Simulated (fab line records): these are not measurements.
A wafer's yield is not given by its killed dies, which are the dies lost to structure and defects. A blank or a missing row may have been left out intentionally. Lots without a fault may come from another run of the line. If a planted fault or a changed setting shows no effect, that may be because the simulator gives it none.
fab line records -- flow sky130
record: lots: 6, wafers: 18, lastDay: 49
route steps=708 shown LDD_N@238 PAD_OPEN@708
lots untouched by any fault: they come from a run of this same line in which no faults occurred
startH: the number of hours between the record's first day and the start of the first shown wafer of the lot -- waitH: time in hours since the lot's previous step -- " the same as in the row above -- L1.1+2: a row that stands for several wafers -- - value missing, or start not given -- * or withheld: withheld -- < > ~ a bound
route shown NAME@n: NAME is a module with steps in the file, n the number in the route of the first one -- usual: mean/standard deviation taken from wafers without a fault -- same: alike in all rows -- chamber/n: place in a boat -- sites: per-site readings -- _std_site: their standard deviation -- _edge_site: inner sites' mean taken away from outer sites' mean -- radiusMm: for every site, how far away it sits from the centre of the wafer -- mask NAME#n: copy n -- behind: tool/chamber where the wafer was last shaped -- hold: reason for holding the lot/hours on hold/outcome of the hold -- device: names the non-switching transistor (n, p or np) -- end of line: the same wafers' tests at the end of the route -- step lacking rows: just its recipe -- killed: not the wafer's yield, but the dies lost to structure and defects at the first sort -- map: dies across one wafer; x = killed, . = not, _ = none there
set.NAME: the setting that was run; set.NAME@STEP: the one run at that earlier step -- model.NAME: the simulator's own value behind a step, which no gauge read
a table for each step, a row for each wafer; lots at some steps of the route
services: when a tool's chamber went out of use (startH, in hours from the record's first day, below 0 if earlier), for how many hours, and the reason
== steps ==
step: SKY_LDD_N_HMDS_01
recipe: primeTimeS: 60, primeTempC: 120
step: SKY_LDD_N_COAT_02
recipe: resist: NOVOLAK, spinRpm: 3000, resistThkNm: 300
step: SKY_LDD_N_SOFTBAKE_03
recipe: tempC: 90, timeS: 60, resist: NOVOLAK
step: SKY_LDD_N_EXPOSE_04
recipe: maskId: NTM, targetCdNm: 840, na: 0.6, sourceShape: conventional, sigmaOuter: 0.6, doseMj: 110
step: SKY_LDD_N_PEB_05
recipe: tempC: withheld, timeS: *, resist: NOVOLAK
step: SKY_LDD_N_DEVELOP_06
recipe: developTimeS: 60, devTempC: 23
step: SKY_LDD_N_OVL_MEAS_07
usual: LDD_N_OVL: -0.5/1.7
lot.wafer,tool,chamber,startH,waitH,LDD_N_OVL[nm]
L695.1,overlay-02,-,432.62,0.1,-0.1
L695.3,overlay-02,-,432.62,0.1,0.4
L695.6,overlay-02,-,432.62,0.1,0.6
L694.1,overlay-01,-,436.42,0.1,-1.4
L694.3,overlay-01,-,436.42,0.1,-0.8
L694.5,overlay-01,-,436.42,0.1,-1.1
L699.3,overlay-02,-,472.98,0.1,-2.0
L699.5,overlay-02,-,472.98,0.1,-1.9
L699.6,overlay-02,-,472.98,0.1,-2.1
L704.2,overlay-01,-,525.33,0.1,-0.1
L704.3,overlay-01,-,525.33,0.1,-1.9
L704.5,overlay-01,-,525.33,0.1,-0.3
L709.1,overlay-02,-,560.62,0.1,-2.5
L709.5,overlay-02,-,560.62,0.1,-1.4
L709.6,overlay-02,-,560.62,0.1,-1.1
L712.2,overlay-01,-,586.08,0.1,0.4
L712.4,overlay-01,-,586.08,0.1,-0.6
L712.6,overlay-01,-,586.08,0.1,0.5
step: SKY_LDD_N_IMPLANT_08
recipe: species: As, energyKev: 20, doseCm2: 7.5e+13, tiltDeg: withheld, rotationDeg: 23
step: SKY_LDD_N_IMPLANT_09
recipe: species: As, energyKev: 20, doseCm2: 7.5e+13, tiltDeg: withheld, rotationDeg: 113
step: SKY_LDD_N_IMPLANT_10
recipe: species: As, energyKev: 20, doseCm2: 7.5e+13, tiltDeg: withheld, rotationDeg: 203
step: SKY_LDD_N_IMPLANT_11
recipe: species: As, energyKev: 20, doseCm2: 7.5e+13, tiltDeg: withheld, rotationDeg: 293
step: SKY_LDD_N_IMPLANT_12
recipe: species: BF2, energyKev: 50, doseCm2: 5e+12, tiltDeg: 30, rotationDeg: 0
step: SKY_LDD_N_IMPLANT_13
recipe: species: BF2, energyKev: 50, doseCm2: 5e+12, tiltDeg: 30, rotationDeg: 90
usual: rotationDeg: 90.001/0.025
lot.wafer,tool,chamber,startH,waitH,rotationDeg
L695.1,implanter-01,0,433.40,0.1,89.972
L695.3,implanter-01,0,433.40,0.1,90.008
L695.6,implanter-01,0,433.40,0.1,89.999
L694.1,implanter-02,0,437.20,0.1,89.968
L694.3,implanter-02,0,437.20,0.1,90.031
L694.5,implanter-02,0,437.20,0.1,90.046
L699.3,implanter-01,0,473.80,0.1,90.009
L699.5,implanter-01,0,473.80,0.1,89.984
L699.6,implanter-01,0,473.80,0.1,89.990
L699.3,implanter-01,0,474.12,0.3,90.051
L699.5,implanter-01,0,474.12,0.3,89.993
L699.6,implanter-01,0,474.12,0.3,90.000
L704.2,implanter-03,0,526.14,0.1,89.962
L704.3,implanter-03,0,526.14,0.1,89.951
L704.5,implanter-03,0,526.14,0.1,89.981
L704.2,implanter-03,0,526.46,0.3,90.001
L704.3,implanter-03,0,526.46,0.3,90.019
L704.5,implanter-03,0,526.46,0.3,90.020
L709.1,implanter-03,0,561.40,0.1,89.998
L709.5,implanter-03,0,561.40,0.1,90.001
L709.6,implanter-03,0,561.40,0.1,89.990
L712.2,implanter-03,0,586.97,0.1,90.031
L712.4,implanter-03,0,586.97,0.1,89.981
L712.6,implanter-03,0,586.97,0.1,90.030
step: SKY_LDD_N_IMPLANT_14
recipe: species: BF2, energyKev: 50, doseCm2: 5e+12, tiltDeg: 30, rotationDeg: 180
step: SKY_PAD_OPEN_PROBE_99
usual: killed_at_M0_to_M3: 44/7.2, killed_at_M4_up: 3.0/1.9, killedAtContacts: 25/4.8, killedAtFrontEnd: 16/4.2, killedAtOther: 0.2/0.44, killedDies: 88/9.3, killedOpen: 48/7.1, killedShort: 40/6.5
same: grossDies: 492, killedAtBackSide: 0
lot.wafer,tool,chamber,startH,waitH,killed_at_M0_to_M3,killed_at_M4_up,killedAtContacts,killedAtFrontEnd,killedAtOther,killedDies,killedOpen,killedShort,model.etest.nfet_01v8_turned.driveUaUm,model.etest.nfet_01v8_lvt.driveUaUm,model.etest.nfet_01v8.driveUaUm,model.etest.nfet_01v8_swapped.driveUaUm,model.etest.tipN.rsOhmSq,model.etest.nfet_01v8_turned.vtV,model.etest.nfet_01v8_lvt.vtSatV,model.etest.nfet_01v8_swapped.vtSatV
L695.1,prober-02,-,1098.41,0.1,40,5,20,16,0,81,39,42,508.2,575.4,507.7,508,451.4,0.6956,0.5473,0.6533
L695.3,prober-02,-,1098.51,0.2,45,6,27,11,0,89,47,42,520.4,591,518.1,513.4,448.2,0.6918,0.5392,0.6491
L695.6,prober-02,-,1098.66,0.2,56,1,15,19,0,91,53,38,517.5,590.7,518.1,521.2,453.3,0.6913,0.5337,0.6415
L694.1,prober-01,-,1099.91,0.1,52,2,22,21,0,97,53,44,499.6,572.3,497.9,497.9,444,0.7072,0.5396,0.6559
L694.3,prober-01,-,1100.01,0.2,52,2,23,14,0,91,47,44,488.1,558.9,490.6,489.7,441.7,0.7055,0.5487,0.6568
L694.5,prober-01,-,1100.11,0.2,53,3,31,14,1,102,63,39,512.6,581.9,506.7,512.9,438.9,0.6888,0.5344,0.6456
L699.3,prober-01,-,1122.11,0.2,44,0,27,11,0,82,41,41,487.3,566.3,498.8,494.6,450,0.7192,0.5544,0.6595
L699.5,prober-01,-,1122.21,0.2,34,2,29,11,1,77,43,34,480.8,561,490.6,494.6,449.1,0.7229,0.552,0.6588
L699.6,prober-01,-,1122.26,0.2,53,1,26,18,1,99,47,52,487,566.3,492.3,494.5,448.6,0.7167,0.5496,0.6579
L704.2,prober-02,-,1153.54,0.1,49,1,30,18,2,100,51,49,472.2,544.3,483,483,453,0.7335,0.57,0.6734
L704.3,prober-02,-,1153.59,0.2,31,3,25,21,1,81,44,37,488.4,561.4,495.5,498.7,453.6,0.7293,0.5631,0.6671
L704.5,prober-02,-,1153.69,0.2,45,3,27,20,0,95,61,34,468.9,540,477.8,477.6,450.5,0.7306,0.574,0.6746
L709.1,prober-01,-,1173.09,0.1,48,2,24,15,0,89,37,52,503.7,576.2,503.3,503.2,447.7,0.7037,0.5335,0.6526
L709.5,prober-01,-,1173.29,0.2,42,0,23,10,0,75,44,31,501.3,571.1,504.6,502.1,444.9,0.7055,0.5332,0.6488
L709.6,prober-01,-,1173.34,0.2,53,1,31,16,1,102,53,49,495.4,567.3,496.4,493.4,447.7,0.707,0.5363,0.6561
L712.2,prober-01,-,1187.38,0.1,37,5,24,11,0,77,42,35,494.2,563.8,496.6,492.4,442.7,0.7079,0.5409,0.6601
L712.4,prober-01,-,1187.48,0.2,46,9,16,13,0,84,44,40,503.8,576.6,502.6,503,445.5,0.7063,0.523,0.646
L712.6,prober-01,-,1187.58,0.2,43,1,23,20,0,87,47,40,493.5,566.9,495.8,491.8,439.1,0.7026,0.5288,0.6498
killed by level:class
L695.1 VIA1:geometricParticle:open=11 LOCAL_INTERCONNECT:geometricParticle:short=6 METAL2:geometricParticle:short=5 POLY_GATE:geometricParticle:short=5 METAL1:geometricParticle:short=5 VIA2:geometricParticle:open=5 VIA3:geometricParticle:open=5 FIELD_ISO:geometricParticle:short=4
L695.3 VIA1:geometricParticle:open=13 CONTACT:geometricParticle:open=9 VIA2:geometricParticle:open=8 FIELD_ISO:geometricParticle:short=6 LI_CONTACT:geometricParticle:open=5 LOCAL_INTERCONNECT:geometricParticle:short=5 METAL2:geometricParticle:short=5 METAL4:geometricParticle:short=5
L695.6 VIA1:geometricParticle:open=20 VIA2:geometricParticle:open=8 VIA3:geometricParticle:open=7 METAL2:geometricParticle:short=6 POLY_GATE:geometricParticle:short=5 CONTACT:geometricParticle:open=5 FIELD_ISO:geometricParticle:short=4 LI_CONTACT:geometricParticle:open=4
L694.1 VIA1:geometricParticle:open=14 VIA2:geometricParticle:short=7 LI_CONTACT:geometricParticle:open=7 CONTACT:geometricParticle:short=7 VIA2:geometricParticle:open=7 METAL2:geometricParticle:short=6 FIELD_ISO:geometricParticle:short=5 FIELD_ISO:geometricParticle:open=5
L694.3 VIA1:geometricParticle:open=11 METAL2:geometricParticle:short=11 CONTACT:geometricParticle:open=8 VIA3:geometricParticle:open=7 LI_CONTACT:geometricParticle:open=6 POLY_GATE:geometricParticle:short=5 VIA2:geometricParticle:open=5 POLY_GATE:geometricParticle:open=4
L694.5 CONTACT:geometricParticle:open=12 VIA1:geometricParticle:open=12 LI_CONTACT:geometricParticle:open=10 VIA2:geometricParticle:open=10 VIA3:geometricParticle:open=8 VIA1:geometricParticle:short=5 CONTACT:geometricParticle:short=5 METAL1:geometricParticle:short=5
L699.3 CONTACT:geometricParticle:open=9 VIA1:geometricParticle:short=8 METAL1:geometricParticle:short=7 LI_CONTACT:geometricParticle:open=6 VIA1:geometricParticle:open=6 VIA3:geometricParticle:open=6 VIA3:geometricParticle:short=5 LI_CONTACT:geometricParticle:short=4
L699.5 CONTACT:geometricParticle:open=9 CONTACT:geometricParticle:short=9 VIA1:geometricParticle:open=9 VIA2:geometricParticle:open=6 METAL1:geometricParticle:short=5 VIA3:geometricParticle:open=5 FIELD_ISO:geometricParticle:open=4 POLY_GATE:geometricParticle:short=4
L699.6 CONTACT:geometricParticle:open=12 METAL2:geometricParticle:short=11 FIELD_ISO:geometricParticle:short=8 VIA3:geometricParticle:short=8 VIA3:geometricParticle:open=8 LI_CONTACT:geometricParticle:open=7 VIA1:geometricParticle:open=5 METAL1:geometricParticle:short=4
L704.2 VIA1:geometricParticle:open=12 CONTACT:geometricParticle:open=12 POLY_GATE:geometricParticle:short=7 METAL2:geometricParticle:short=7 VIA1:geometricParticle:short=7 VIA2:geometricParticle:open=7 LOCAL_INTERCONNECT:geometricParticle:short=6 VIA3:geometricParticle:open=6
L704.3 CONTACT:geometricParticle:open=10 METAL2:geometricParticle:short=9 VIA1:geometricParticle:open=9 FIELD_ISO:geometricParticle:open=8 LI_CONTACT:geometricParticle:open=5 FIELD_ISO:geometricParticle:short=4 LOCAL_INTERCONNECT:geometricParticle:short=4 POLY_GATE:geometricParticle:short=3
L704.5 LI_CONTACT:geometricParticle:open=12 VIA2:geometricParticle:open=11 VIA1:geometricParticle:open=10 POLY_GATE:geometricParticle:open=7 METAL1:geometricParticle:short=5 VIA1:geometricParticle:short=5 FIELD_ISO:geometricParticle:short=4 METAL2:geometricParticle:short=4
L709.1 CONTACT:geometricParticle:open=11 METAL2:geometricParticle:short=9 METAL1:geometricParticle:short=8 POLY_GATE:geometricParticle:short=5 VIA2:geometricParticle:open=5 VIA2:geometricParticle:short=5 VIA3:geometricParticle:short=5 FIELD_ISO:geometricParticle:short=4
L709.5 VIA1:geometricParticle:open=13 CONTACT:geometricParticle:open=8 METAL1:geometricParticle:short=7 VIA3:geometricParticle:open=7 LI_CONTACT:geometricParticle:open=6 VIA2:geometricParticle:open=5 FIELD_ISO:geometricParticle:short=4 LOCAL_INTERCONNECT:geometricParticle:short=4
L709.6 CONTACT:geometricParticle:open=11 VIA1:geometricParticle:open=11 VIA2:geometricParticle:open=8 METAL1:geometricParticle:short=8 FIELD_ISO:geometricParticle:open=7 LOCAL_INTERCONNECT:geometricParticle:short=5 CONTACT:geometricParticle:short=5 METAL2:geometricParticle:short=5
L712.2 CONTACT:geometricParticle:open=11 VIA1:geometricParticle:open=8 VIA2:geometricParticle:open=6 METAL2:geometricParticle:short=6 METAL3:geometricParticle:short=6 LI_CONTACT:geometricParticle:open=4 LOCAL_INTERCONNECT:geometricParticle:short=4 METAL1:geometricParticle:short=4
L712.4 VIA1:geometricParticle:open=12 VIA1:geometricParticle:short=9 VIA2:geometricParticle:open=7 METAL4:geometricParticle:short=7 FIELD_ISO:geometricParticle:open=5 CONTACT:geometricParticle:short=5 METAL1:geometricParticle:short=4 CONTACT:geometricParticle:open=4
L712.6 METAL2:geometricParticle:short=10 FIELD_ISO:geometricParticle:open=9 LI_CONTACT:geometricParticle:open=8 CONTACT:geometricParticle:open=8 VIA3:geometricParticle:open=7 FIELD_ISO:geometricParticle:short=6 METAL1:geometricParticle:short=6 VIA2:geometricParticle:open=4
== services ==
tool,chamber,startH,hours,kind
implanter-02,-,420.97,4.2,pm
implanter-03,-,433.54,4.8,pm
implanter-01,-,476.79,1.8,repair
implanter-02,-,481.34,2.6,repair
implanter-01,-,496.41,213.8,pm
implanter-03,-,577.96,8.2,repair
== key ==
firstSign: step: SKY_LDD_N_IMPLANT_13, reading: visit, direction: added
effect none on later readings
modelEffect: step: SKY_PAD_OPEN_PROBE_99, value: etest.nfet_01v8_turned.driveUaUm, without: 507.8, struck: 480.8
metAt SKY_LDD_N_IMPLANT_13
struckWafers L699.3,L699.5,L699.6,L704.2,L704.3,L704.5
testerLeftOut L699,L704
fault: kind: repeatedStepWhole, tool: implanter-01,implanter-02,implanter-03, chamber: -, onsetH: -, steps: SKY_LDD_N_IMPLANT_13, times: 1, scope: struckLotsOnly
testerLeftOut: of these lots the tester's yield and bins aren't shown, on N5 and GAA mostly nor the transistor test; their killed dies are dies lost to structure and defects alone, not to doping, threshold or leakage, so they don't give the yield
